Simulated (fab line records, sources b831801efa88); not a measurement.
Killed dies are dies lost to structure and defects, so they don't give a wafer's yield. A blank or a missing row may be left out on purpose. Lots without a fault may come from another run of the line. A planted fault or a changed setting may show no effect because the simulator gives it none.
A struck lot beside a sound one | flow sky130 | 26 steps out of a route of 708
Sound: wafers L623.1, L623.3, L623.4. Struck: wafers L634.1, L634.4, L634.6. The cause comes at the end.
At each step with rows: each side's tool, then ch and its chambers, then its first start. Under that, the readings that differ: sound wafers | struck wafers | difference of the means | sigmas: that difference in standard deviations of wafers without a fault.
alike: readings whose means differ by less than 2 such deviations, and words and numbers that are the same on both sides. not compared: withheld readings, readings that some wafer has no value for, bounds like >300 that may hide the same value, and numbers for which the record gives no deviation and whose values overlap.
The two part at a step that has a row with sigmas, a row that says differs or no value, or rows on one side only. Numbers that don't overlap but have no deviation are shown without sigmas and don't part them. A reading that every wafer of one side lacks parts them only if that side has two wafers or more.

first, 6 steps without rows for these wafers: SKY_SD_N_IMPLANT_10; SKY_SD_N_STRIP_11 (strips in O2/N2); SKY_SD_N_CLEAN_13 (cleans in SC1/SC2, time 150 s); SKY_SD_N_RTA_14 (time 2 s); SKY_SALICIDE_CLEAN_00 (cleans in HF-last, time 30 s); SKY_LI_CONTACT_HDPCVD_00 (deposits PSG, target thk 930 nm, time 155 s).
SKY_LI_CONTACT_CMP_02: polishes PSG.
  sound on cmp-01 ch 0,2,3, day 29 08:23; struck on cmp-02 ch 0,2,3, day 33 13:05
  no value came back on the struck wafers for any of 5 readings (edge_zone_pressure_frac, head_pressure_psi (psi) and others); on the sound wafers edge_zone_pressure_frac reads 0.995 0.997 1.011
  reading                                       | sound             | struck            | difference | sigmas
  model.PSG_of_LI_CONTACT_HDPCVD_00.thk_nm (nm) | 597.1 597.7 599.2 | 922.2 934.2 917.6 | +326.7     |
SKY_LI_CONTACT_BOW_MEAS_03:
  sound on film_metro-02, day 29 08:41; struck on film_metro-02, day 33 13:23
  reading             | sound    | struck   | difference | sigmas
  LI_CONTACT_BOW (um) | 53 56 57 | 80 78 81 | +24        | +4
then, 9 steps without rows for these wafers: SKY_LI_CONTACT_DEHYDRATE_04 (time 60 s); SKY_LI_CONTACT_HMDS_05 (prime time 60 s); SKY_LI_CONTACT_COAT_06 (resist thk 60 nm); SKY_LI_CONTACT_COAT_07 (resist thk 450 nm); SKY_LI_CONTACT_SOFTBAKE_08 (time 90 s); SKY_LI_CONTACT_EXPOSE_09 (exposes mask LICM1, target cd 170 nm); SKY_LI_CONTACT_PEB_10; SKY_LI_CONTACT_DEVELOP_11 (develop time 60 s); SKY_LI_CONTACT_ETCH_14 (etches BARC in N2/H2, stops on SiO2, time 45.9 s, target depth 60 nm).
SKY_LI_CONTACT_ETCH_15: etches PSG in C4F8/O2/Ar, stops on Si, target depth 600 nm.
  sound on rie_diel-01 ch 0,1,2, day 30 13:10; struck on rie_diel-01 ch 0,3, day 34 16:46
  reading                                | sound             | struck            | difference | sigmas
  oes_product_au (a.u.)                  | 0.838 0.840 0.840 | 1.582 1.631 1.593 | +0.763     | +99 or more
  model.etch.depth_nm (nm)               | 597.1 597.7 599.2 | 778.6 809.6 782.8 | +192.3     |
  model.LI_CONTACT.feature_depth_nm (nm) | 597.1 597.7 599.2 | 778.6 809.6 782.8 | +192.3     |
  alike: rf_fwd_power_W
then, 6 steps without rows for these wafers: SKY_LI_CONTACT_STRIP_16 (strips in O2/N2); SKY_LI_CONTACT_CLEAN_17 (cleans in NMP, time 600 s); SKY_LI_CONTACT_PRE_CLEAN_18 (time 5.6 s); SKY_LI_CONTACT_SPUTTER_19 (material Ti, target thk 20 nm, time 106.37 s); SKY_LI_CONTACT_SPUTTER_20 (material TiN, target thk 20 nm, time 80 s); SKY_LI_CONTACT_CVD_21 (deposits W, target thk 400 nm, time 120.56 s).
SKY_LI_CONTACT_CMP_24: polishes, stops on PSG, t overpolish 20 s, target thk 0 nm.
  sound on cmp-02 ch 1,2,3, day 30 13:59; struck on cmp-02 ch 0,3, day 34 17:35
  reading                                       | sound             | struck            | difference | sigmas
  model.PSG_of_LI_CONTACT_HDPCVD_00.thk_nm (nm) | 587.6 588.2 589.8 | 912.7 924.7 908.1 | +326.6     |
  alike: edge_zone_pressure_frac, head_pressure_psi, motor_current_A, platen_rpm
-- the record jumps here: 15 days lie between the struck wafers' starts before and after (it left off in module LI_CONTACT and takes up again in module PAD_OPEN, whose first step shown is number 708 of the route) --
SKY_PAD_OPEN_PROBE_99:
  sound on prober-01, day 47 02:16; struck on prober-02, day 50 00:05
  reading            | sound     | struck      | difference | sigmas
  killed_at_contacts | 19 35 22  | 425 439 438 | +409       | +76
  killed_dies        | 84 102 91 | 492 492 492 | +400       | +46
  killed_on_rim      | 15 21 17  | 96 96 96    | +78        | +22
  alike: killed_at_M0_to_M3, killed_at_M4_up, killed_at_front_end, killed_at_other, killed_open, killed_short

WHERE THEY PART
First at SKY_LI_CONTACT_CMP_02; last, within this record, at SKY_PAD_OPEN_PROBE_99.

WHY: what the simulator had put in
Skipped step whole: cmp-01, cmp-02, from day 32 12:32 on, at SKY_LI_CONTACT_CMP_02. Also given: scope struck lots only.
